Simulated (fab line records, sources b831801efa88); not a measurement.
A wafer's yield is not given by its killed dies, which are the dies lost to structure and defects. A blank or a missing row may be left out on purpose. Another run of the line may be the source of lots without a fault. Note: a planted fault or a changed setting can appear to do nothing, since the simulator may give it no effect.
What tool caused it? / flow sky130 / 10 lots with 30 wafers sampled at 6 steps, on a route of 708 steps

WHAT THE GAUGES SHOWED, per wafer
SKY_CAPM_OVL_MEAS_12.
lot=L787; measured=day 38 13:26; on=overlay-01; CAPM_OVL (nm)=0.3 -1.4 0.8
lot=L788; measured=day 39 06:50; on=overlay-02; CAPM_OVL (nm)=-2.5 0.0 1.0
lot=L792; measured=day 40 10:19; on=overlay-02; CAPM_OVL (nm)=-0.1 -2.4 -2.1
lot=L794; measured=day 41 11:35; on=overlay-01; CAPM_OVL (nm)=-0.7 -1.9 -2.2
lot=L796; measured=day 41 17:27; on=overlay-02; CAPM_OVL (nm)=-1.0 1.4 -0.7
lot=L797; measured=day 41 17:46; on=overlay-01; CAPM_OVL (nm)=-1.7 -1.4 -0.4
lot=L798; measured=day 42 03:48; on=overlay-02; CAPM_OVL (nm)=-0.7 -2.2 -1.1
lot=L801; measured=day 42 16:26; on=overlay-02; CAPM_OVL (nm)=-1.3 -2.5 -2.4
lot=L804; measured=day 43 12:32; on=overlay-01; CAPM_OVL (nm)=2.0 0.1 0.4
lot=L808; measured=day 44 13:10; on=overlay-02; CAPM_OVL (nm)=-1.2 1.1 0.5

SKY_VIA3_OVL_MEAS_13.
lot=L787; measured=day 40 18:56; on=overlay-01; VIA3_OVL (nm)=-4 -3 0
lot=L788; measured=day 41 09:15; on=overlay-01; VIA3_OVL (nm)=-6 -9 -3
lot=L792; measured=day 42 13:11; on=overlay-02; VIA3_OVL (nm)=2 10 -2
lot=L794; measured=day 43 13:17; on=overlay-02; VIA3_OVL (nm)=-2 -6 1
lot=L796; measured=day 43 19:18; on=overlay-02; VIA3_OVL (nm)=10 2 5
lot=L797; measured=day 43 19:47; on=overlay-02; VIA3_OVL (nm)=-16 -13 -1
lot=L798; measured=day 44 04:06; on=overlay-02; VIA3_OVL (nm)=4 1 5
lot=L801; measured=day 44 19:24; on=overlay-02; VIA3_OVL (nm)=-5 -2 -9
lot=L804; measured=day 45 11:50; on=overlay-01; VIA3_OVL (nm)=-10 -8 -6
lot=L808; measured=day 46 11:16; on=overlay-01; VIA3_OVL (nm)=3 -12 1

SKY_CAP2M_RS_MEAS_03: measurement is done with a four-point probe.
lot=L787; measured=day 40 21:05; on=film-metro-01; CAP2M_TIN_RS (ohm/sq)=7.11 6.97 7.06
lot=L788; measured=day 41 11:02; on=film-metro-03; CAP2M_TIN_RS (ohm/sq)=6.94 6.79 6.91
lot=L792; measured=day 42 14:56; on=film-metro-04; CAP2M_TIN_RS (ohm/sq)=7.07 6.97 7.05
lot=L794; measured=day 43 15:07; on=film-metro-03; CAP2M_TIN_RS (ohm/sq)=6.97 6.98 7.04
lot=L796; measured=day 43 22:20; on=film-metro-03; CAP2M_TIN_RS (ohm/sq)=6.96 6.96 6.96
lot=L797; measured=day 43 22:26; on=film-metro-01; CAP2M_TIN_RS (ohm/sq)=6.88 6.84 6.88
lot=L798; measured=day 44 05:51; on=film-metro-03; CAP2M_TIN_RS (ohm/sq)=6.88 7.01 6.98
lot=L801; measured=day 44 21:09; on=film-metro-01; CAP2M_TIN_RS (ohm/sq)=7.32 7.26 7.30
lot=L804; measured=day 45 13:37; on=film-metro-01; CAP2M_TIN_RS (ohm/sq)=7.16 7.25 7.27
lot=L808; measured=day 46 13:01; on=film-metro-03; CAP2M_TIN_RS (ohm/sq)=6.89 6.93 6.91

SKY_CAP2M_THK_MEAS_04: measures by xrf.
lot=L787; measured=day 40 21:13; on=film-metro-01; CAP2M_TIN_THK (nm)=194.1 198.1 195.8
lot=L788; measured=day 41 11:08; on=film-metro-03; CAP2M_TIN_THK (nm)=199.0 204.2 200.1
lot=L792; measured=day 42 15:04; on=film-metro-04; CAP2M_TIN_THK (nm)=193.4 197.0 193.8
lot=L794; measured=day 43 15:14; on=film-metro-03; CAP2M_TIN_THK (nm)=198.5 199.1 196.6
lot=L796; measured=day 43 22:26; on=film-metro-03; CAP2M_TIN_THK (nm)=198.8 198.7 198.3
lot=L797; measured=day 43 22:34; on=film-metro-01; CAP2M_TIN_THK (nm)=199.7 200.4 198.7
lot=L798; measured=day 44 05:58; on=film-metro-03; CAP2M_TIN_THK (nm)=200.8 197.1 198.0
lot=L801; measured=day 44 21:16; on=film-metro-01; CAP2M_TIN_THK (nm)=188.2 190.0 189.0
lot=L804; measured=day 45 13:43; on=film-metro-01; CAP2M_TIN_THK (nm)=192.9 190.8 190.1
lot=L808; measured=day 46 13:08; on=film-metro-03; CAP2M_TIN_THK (nm)=200.1 199.4 200.5

WHAT TOOL EACH LOT RAN ON (gives the tool, then ch and the chambers of the sampled wafers, and finally the start)
lot=L787; SKY_METAL3_DESCUM_15=rie-metal-04 ch 0,1, day 39 16:24; SKY_CAP2M_SPUTTER_02=pvd-sputter-02, day 40 20:59
lot=L788; SKY_METAL3_DESCUM_15=rie-metal-04 ch 0, day 40 08:25; SKY_CAP2M_SPUTTER_02=pvd-sputter-04, day 41 10:54
lot=L792; SKY_METAL3_DESCUM_15=rie-metal-02 ch 0,1, day 41 11:44; SKY_CAP2M_SPUTTER_02=pvd-sputter-02, day 42 14:50
lot=L794; SKY_METAL3_DESCUM_15=rie-metal-02 ch 0, day 42 12:19; SKY_CAP2M_SPUTTER_02=pvd-sputter-02, day 43 15:00
lot=L796; SKY_METAL3_DESCUM_15=rie-metal-03 ch 0,1, day 42 17:52; SKY_CAP2M_SPUTTER_02=pvd-sputter-02, day 43 22:11
lot=L797; SKY_METAL3_DESCUM_15=rie-metal-02 ch 0,1, day 42 18:23; SKY_CAP2M_SPUTTER_02=pvd-sputter-04, day 43 22:20
lot=L798; SKY_METAL3_DESCUM_15=rie-metal-04 ch 0,1, day 43 04:31; SKY_CAP2M_SPUTTER_02=pvd-sputter-02, day 44 05:43
lot=L801; SKY_METAL3_DESCUM_15=rie-metal-02 ch 0,1, day 43 16:44; SKY_CAP2M_SPUTTER_02=pvd-sputter-02, day 44 21:01
lot=L804; SKY_METAL3_DESCUM_15=rie-metal-03 ch 0,1, day 44 11:56; SKY_CAP2M_SPUTTER_02=pvd-sputter-02, day 45 13:27
lot=L808; SKY_METAL3_DESCUM_15=rie-metal-02 ch 1, day 45 12:00; SKY_CAP2M_SPUTTER_02=pvd-sputter-03, day 46 12:54
- SKY_METAL3_DESCUM_15: chemistry O2, time 8 s.
- SKY_CAP2M_SPUTTER_02: material TiN, target thk 200 nm, time 166.7 s.

WHAT THE TOOLS THEMSELVES READ (means of the sampled wafers that have a number; where no wafer has one, the mark that the record gives instead)
SKY_METAL3_DESCUM_15.
lot=L787; tool=rie-metal-04; drypump-motor-current-A (A)=6.3; oes-product-au (a.u.)=0.985
lot=L788; tool=rie-metal-04; drypump-motor-current-A (A)=5.6; oes-product-au (a.u.)=0.988
lot=L792; tool=rie-metal-02; drypump-motor-current-A (A)=5.8; oes-product-au (a.u.)=0.966
lot=L794; tool=rie-metal-02; drypump-motor-current-A (A)=6.1; oes-product-au (a.u.)=0.992
lot=L796; tool=rie-metal-03; drypump-motor-current-A (A)=5.8; oes-product-au (a.u.)=0.992
lot=L797; tool=rie-metal-02; drypump-motor-current-A (A)=6.0; oes-product-au (a.u.)=0.981
lot=L798; tool=rie-metal-04; drypump-motor-current-A (A)=6.2; oes-product-au (a.u.)=1.003
lot=L801; tool=rie-metal-02; drypump-motor-current-A (A)=6.0; oes-product-au (a.u.)=0.986
lot=L804; tool=rie-metal-03; drypump-motor-current-A (A)=5.8; oes-product-au (a.u.)=0.992
lot=L808; tool=rie-metal-02; drypump-motor-current-A (A)=5.7; oes-product-au (a.u.)=0.949

SKY_CAP2M_SPUTTER_02.
lot=L787; tool=pvd-sputter-02; chamber-pressure-pa (Pa)=0.3999; throttle-valve-pct (%)=29.8
lot=L788; tool=pvd-sputter-04; chamber-pressure-pa (Pa)=0.4004; throttle-valve-pct (%)=30.5
lot=L792; tool=pvd-sputter-02; chamber-pressure-pa (Pa)=0.4006; throttle-valve-pct (%)=30.0
lot=L794; tool=pvd-sputter-02; chamber-pressure-pa (Pa)=0.4003; throttle-valve-pct (%)=31.1
lot=L796; tool=pvd-sputter-02; chamber-pressure-pa (Pa)=0.4001; throttle-valve-pct (%)=30.1
lot=L797; tool=pvd-sputter-04; chamber-pressure-pa (Pa)=0.4005; throttle-valve-pct (%)=29.9
lot=L798; tool=pvd-sputter-02; chamber-pressure-pa (Pa)=0.4004; throttle-valve-pct (%)=29.5
lot=L801; tool=pvd-sputter-02; chamber-pressure-pa (Pa)=0.5328; throttle-valve-pct (%)=25.1
lot=L804; tool=pvd-sputter-02; chamber-pressure-pa (Pa)=0.5341; throttle-valve-pct (%)=25.4
lot=L808; tool=pvd-sputter-03; chamber-pressure-pa (Pa)=0.4008; throttle-valve-pct (%)=29.9

THE ANSWER, worked out from the rows above alone
Rule: the usual values come from the lots themselves. Put in order of their means at a reading, lots are off if they are a third of the lots or fewer, leave a main group of 4 or more, and stand apart from it by a gap of 3 or more times the standard deviation of the main group's means; of several such gaps the widest counts. A main group is skipped when, at the precision printed for the reading in the tables above, its means are all equal. A lot without any number at a reading at which 4 lots or more have one is off too. The other lots that the step has rows for count as sound. After the gauges, taken in route order, come the tools' own readings; for these a lot's mean is taken, as printed above. At the first step where some lot is off, the reading lying furthest off is the one used; lots without a number count as furthest.
Off at SKY_CAP2M_SPUTTER_02 (chamber-pressure-pa): L801, L804. For the main group the mean is 0.4004 Pa and the standard deviation 0.00026.
If a tool, at that step or one of the process steps before it, ran each lot that is off and ran no sound lot following the first of them, it fits. One fits: pvd-sputter-02 at SKY_CAP2M_SPUTTER_02. A fault onset in the window from L798 (day 44 05:43, its last sound lot) to L801 (day 44 21:01, its first lot off) fits.
The tool's own readings at SKY_CAP2M_SPUTTER_02 bear it out: on the lots that are off they differ by more than 5 times the standard deviation of the sound lots' means. chamber-pressure-pa reads 0.5334 Pa there against 0.4004 Pa on the sound lots; throttle-valve-pct reads 25.2 % there against 30.1 % on the sound lots.

WHAT WAS PUT IN BY THE SIMULATOR
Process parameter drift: pvd-sputter-02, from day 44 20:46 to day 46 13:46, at SKY_CAP2M_SPUTTER_02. The setting chamber-pressure-pa was moved by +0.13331, starting from 0.4. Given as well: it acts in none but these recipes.
Struck lots among those shown: L801, L804. The rule given above showed the same thing.
